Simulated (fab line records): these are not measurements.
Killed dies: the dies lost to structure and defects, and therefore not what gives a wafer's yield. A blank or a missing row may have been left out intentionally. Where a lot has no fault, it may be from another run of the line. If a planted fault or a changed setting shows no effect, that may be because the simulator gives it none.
Which tool did it? || flow gf180mcu || Sampling: 14 lots, 42 wafers, 4 of 602 route steps

WHAT THE GAUGES READ, wafer by wafer
GF_V5_OVL_MEAS_15. Usual: for V5_OVL the level is 1 nm and the standard deviation is 4.9.
{"lot": "L828", "measured": "day 27 02:49", "on": "overlay-02", "V5_OVL (nm)": "-1 -10 4", "flag": ""}
{"lot": "L829", "measured": "day 27 12:22", "on": "overlay-01", "V5_OVL (nm)": "1 1 2", "flag": ""}
{"lot": "L830", "measured": "day 27 13:02", "on": "overlay-01", "V5_OVL (nm)": "-2 0 0", "flag": ""}
{"lot": "L831", "measured": "day 28 04:02", "on": "overlay-01", "V5_OVL (nm)": "-5 1 3", "flag": ""}
{"lot": "L832", "measured": "day 28 14:14", "on": "overlay-01", "V5_OVL (nm)": "0 -3 -2", "flag": ""}
{"lot": "L834", "measured": "day 29 04:10", "on": "overlay-01", "V5_OVL (nm)": "-1 -5 -4", "flag": ""}
{"lot": "L839", "measured": "day 30 10:05", "on": "overlay-02", "V5_OVL (nm)": "-6 0 -3", "flag": ""}
{"lot": "L840", "measured": "day 30 21:25", "on": "overlay-01", "V5_OVL (nm)": "2 -6 2", "flag": ""}
{"lot": "L843", "measured": "day 32 14:29", "on": "overlay-01", "V5_OVL (nm)": "5 6 8", "flag": ""}
{"lot": "L845", "measured": "day 32 04:25", "on": "overlay-02", "V5_OVL (nm)": "2 7 5", "flag": ""}
{"lot": "L848", "measured": "day 32 19:02", "on": "overlay-02", "V5_OVL (nm)": "5 5 2", "flag": ""}
{"lot": "L849", "measured": "day 33 04:14", "on": "overlay-01", "V5_OVL (nm)": "7 11 5", "flag": ""}
{"lot": "L850", "measured": "day 33 07:51", "on": "overlay-01", "V5_OVL (nm)": "-4 3 2", "flag": ""}
{"lot": "L851", "measured": "day 33 12:19", "on": "overlay-01", "V5_OVL (nm)": "-4 -1 -1", "flag": ""}

GF_TOP_METAL_CD_MEAS_14: the cd target is 440 nm. Usual: cd-nm at 440.5 nm, with a standard deviation of 1.9.
{"lot": "L828", "measured": "day 28 00:30", "on": "cd-sem-02", "cd-nm (nm)": "440.9 438.6 441.0", "flag": ""}
{"lot": "L829", "measured": "day 28 10:09", "on": "cd-sem-01", "cd-nm (nm)": "442.8 443.7 442.5", "flag": ""}
{"lot": "L830", "measured": "day 28 10:59", "on": "cd-sem-02", "cd-nm (nm)": "441.4 440.5 439.0", "flag": ""}
{"lot": "L831", "measured": "day 29 00:17", "on": "cd-sem-02", "cd-nm (nm)": "442.9 441.1 440.8", "flag": ""}
{"lot": "L832", "measured": "day 29 10:54", "on": "cd-sem-02", "cd-nm (nm)": "441.5 438.6 439.0", "flag": ""}
{"lot": "L834", "measured": "day 30 01:03", "on": "cd-sem-02", "cd-nm (nm)": "438.2 440.1 440.1", "flag": ""}
{"lot": "L839", "measured": "day 31 06:04", "on": "cd-sem-01", "cd-nm (nm)": "440.7 439.0 444.3", "flag": ""}
{"lot": "L840", "measured": "day 31 16:59", "on": "cd-sem-01", "cd-nm (nm)": "440.0 440.5 442.6", "flag": ""}
{"lot": "L843", "measured": "day 33 07:59", "on": "cd-sem-01", "cd-nm (nm)": "438.3 437.7 439.6", "flag": ""}
{"lot": "L845", "measured": "day 32 22:36", "on": "cd-sem-01", "cd-nm (nm)": "440.1 436.5 440.2", "flag": ""}
{"lot": "L848", "measured": "day 33 12:31", "on": "cd-sem-01", "cd-nm (nm)": "437.7 436.9 439.4", "flag": ""}
{"lot": "L849", "measured": "day 33 21:45", "on": "cd-sem-01", "cd-nm (nm)": "441.9 442.7 442.2", "flag": ""}
{"lot": "L850", "measured": "day 34 01:38", "on": "cd-sem-02", "cd-nm (nm)": "439.2 440.6 439.7", "flag": ""}
{"lot": "L851", "measured": "day 34 05:56", "on": "cd-sem-02", "cd-nm (nm)": "439.3 439.8 438.9", "flag": ""}

GF_TOP_METAL_OVL_MEAS_15. Usual: for TOP_METAL_OVL the level is -1.0 nm and the standard deviation is 1.7.
{"lot": "L828", "measured": "day 28 00:37", "on": "overlay-01", "TOP_METAL_OVL (nm)": "0.7 -0.2 -0.9", "flag": ""}
{"lot": "L829", "measured": "day 28 10:16", "on": "overlay-01", "TOP_METAL_OVL (nm)": "-2.4 -3.5 -2.9", "flag": ""}
{"lot": "L830", "measured": "day 28 11:06", "on": "overlay-01", "TOP_METAL_OVL (nm)": "-0.5 -0.4 0.9", "flag": ""}
{"lot": "L831", "measured": "day 29 00:24", "on": "overlay-02", "TOP_METAL_OVL (nm)": "-2.1 -2.0 -3.1", "flag": ""}
{"lot": "L832", "measured": "day 29 11:01", "on": "overlay-01", "TOP_METAL_OVL (nm)": "-1.3 -1.8 -0.2", "flag": ""}
{"lot": "L834", "measured": "day 30 01:10", "on": "overlay-01", "TOP_METAL_OVL (nm)": "-1.6 1.4 0.2", "flag": ""}
{"lot": "L839", "measured": "day 31 06:10", "on": "overlay-02", "TOP_METAL_OVL (nm)": "-3.8 -4.6 -4.4", "flag": ""}
{"lot": "L840", "measured": "day 31 17:04", "on": "overlay-01", "TOP_METAL_OVL (nm)": "-2.6 -2.1 -2.5", "flag": ""}
{"lot": "L843", "measured": "day 33 08:06", "on": "overlay-02", "TOP_METAL_OVL (nm)": "-0.2 -1.1 -0.7", "flag": ""}
{"lot": "L845", "measured": "day 32 22:43", "on": "overlay-01", "TOP_METAL_OVL (nm)": "0.1 1.7 -0.3", "flag": ""}
{"lot": "L848", "measured": "day 33 12:37", "on": "overlay-01", "TOP_METAL_OVL (nm)": "-2.1 -1.2 -2.1", "flag": ""}
{"lot": "L849", "measured": "day 33 21:52", "on": "overlay-01", "TOP_METAL_OVL (nm)": "-2.5 0.7 -1.0", "flag": ""}
{"lot": "L850", "measured": "day 34 01:45", "on": "overlay-01", "TOP_METAL_OVL (nm)": "1.7 0.1 1.2", "flag": ""}
{"lot": "L851", "measured": "day 34 06:01", "on": "overlay-01", "TOP_METAL_OVL (nm)": "-1.9 -2.4 -1.1", "flag": ""}

WHICH TOOL RAN EACH LOT (tool, then ch and the chambers of the sampled wafers, then the start)
{"lot": "L828", "GF_CONTACT_CMP_27": "cmp-01 ch 1,2, day 16 00:44"}
{"lot": "L829", "GF_CONTACT_CMP_27": "cmp-02 ch 0,1,3, day 16 09:32"}
{"lot": "L830", "GF_CONTACT_CMP_27": "cmp-01 ch 1,2,3, day 16 12:52"}
{"lot": "L831", "GF_CONTACT_CMP_27": "cmp-01 ch 1,3, day 17 07:26"}
{"lot": "L832", "GF_CONTACT_CMP_27": "cmp-02 ch 1,2,3, day 17 16:41"}
{"lot": "L834", "GF_CONTACT_CMP_27": "cmp-02 ch 0,1,2, day 18 09:23"}
{"lot": "L839", "GF_CONTACT_CMP_27": "cmp-02 ch 1,2,3, day 20 02:11"}
{"lot": "L840", "GF_CONTACT_CMP_27": "cmp-01 ch 0,1,2, day 20 14:44"}
{"lot": "L843", "GF_CONTACT_CMP_27": "cmp-01 ch 0,1,3, day 21 20:23"}
{"lot": "L845", "GF_CONTACT_CMP_27": "cmp-02 ch 1,2,3, day 22 07:46"}
{"lot": "L848", "GF_CONTACT_CMP_27": "cmp-01 ch 1,3, day 23 04:35"}
{"lot": "L849", "GF_CONTACT_CMP_27": "cmp-02 ch 2,3, day 23 16:05"}
{"lot": "L850", "GF_CONTACT_CMP_27": "cmp-02 ch 1,2,3, day 23 21:50"}
{"lot": "L851", "GF_CONTACT_CMP_27": "cmp-02 ch 1,2,3, day 24 07:32"}
- GF_CONTACT_CMP_27: polishes, stops on SiO2, t overpolish 15 s, target thk 0 nm.

AS READ BY THE TOOLS THEMSELVES (means over the sampled wafers that have a number; for cases with no such wafer, the mark the record gives instead)
GF_CONTACT_CMP_27. Usual: motor-current-A 11.7 A, standard deviation 1.2; overpolish-run-s 14.999 s, standard deviation 0.0099; time-to-endpoint-s 73.7 s, standard deviation 2.8.
{"lot": "L828", "tool": "cmp-01", "motor-current-A (A)": 11.1, "overpolish-run-s (s)": 14.993, "time-to-endpoint-s (s)": 70.8, "flag": ""}
{"lot": "L829", "tool": "cmp-02", "motor-current-A (A)": 12.2, "overpolish-run-s (s)": 15.006, "time-to-endpoint-s (s)": 76.7, "flag": ""}
{"lot": "L830", "tool": "cmp-01", "motor-current-A (A)": 10.4, "overpolish-run-s (s)": 14.995, "time-to-endpoint-s (s)": 73.3, "flag": ""}
{"lot": "L831", "tool": "cmp-01", "motor-current-A (A)": 10.2, "overpolish-run-s (s)": 15.003, "time-to-endpoint-s (s)": 77.3, "flag": ""}
{"lot": "L832", "tool": "cmp-02", "motor-current-A (A)": 12.1, "overpolish-run-s (s)": 15.008, "time-to-endpoint-s (s)": 72.8, "flag": ""}
{"lot": "L834", "tool": "cmp-02", "motor-current-A (A)": 12.9, "overpolish-run-s (s)": 15.000, "time-to-endpoint-s (s)": 73.7, "flag": ""}
{"lot": "L839", "tool": "cmp-02", "motor-current-A (A)": 12.4, "overpolish-run-s (s)": 14.993, "time-to-endpoint-s (s)": 71.9, "flag": ""}
{"lot": "L840", "tool": "cmp-01", "motor-current-A (A)": 11.6, "overpolish-run-s (s)": 14.998, "time-to-endpoint-s (s)": 76.2, "flag": ""}
{"lot": "L843", "tool": "cmp-01", "motor-current-A (A)": 10.9, "overpolish-run-s (s)": 15.005, "time-to-endpoint-s (s)": 73.8, "flag": ""}
{"lot": "L845", "tool": "cmp-02", "motor-current-A (A)": 12.3, "overpolish-run-s (s)": 15.007, "time-to-endpoint-s (s)": 72.1, "flag": ""}
{"lot": "L848", "tool": "cmp-01", "motor-current-A (A)": 10.3, "overpolish-run-s (s)": 14.999, "time-to-endpoint-s (s)": 73.0, "flag": ""}
{"lot": "L849", "tool": "cmp-02", "motor-current-A (A)": 11.3, "overpolish-run-s (s)": 14.990, "time-to-endpoint-s (s)": 75.5, "flag": ""}
{"lot": "L850", "tool": "cmp-02", "motor-current-A (A)": 12.4, "overpolish-run-s (s)": 14.996, "time-to-endpoint-s (s)": 73.1, "flag": ""}
{"lot": "L851", "tool": "cmp-02", "motor-current-A (A)": 12.7, "overpolish-run-s (s)": 14.990, "time-to-endpoint-s (s)": 73.7, "flag": ""}

THE ANSWER, worked out from the rows above alone
Rule: a lot is off if the mean of its wafers that have a number lies more than 3 standard deviations from the usual mean. A lot without any number at a reading at which 4 lots or more have one is off too. All remaining lots with rows at the step are treated as sound. The gauges are gone through in route order, then the tools' own readings, and for those a lot's mean is taken as printed above. The first step at which some lot is off is used, and at that step the reading that is off furthest; a lot without a number counts as furthest.
Across all readings shown, no lot is off: no conclusion can be drawn from this.

WHAT THE SIMULATOR HAD INSERTED
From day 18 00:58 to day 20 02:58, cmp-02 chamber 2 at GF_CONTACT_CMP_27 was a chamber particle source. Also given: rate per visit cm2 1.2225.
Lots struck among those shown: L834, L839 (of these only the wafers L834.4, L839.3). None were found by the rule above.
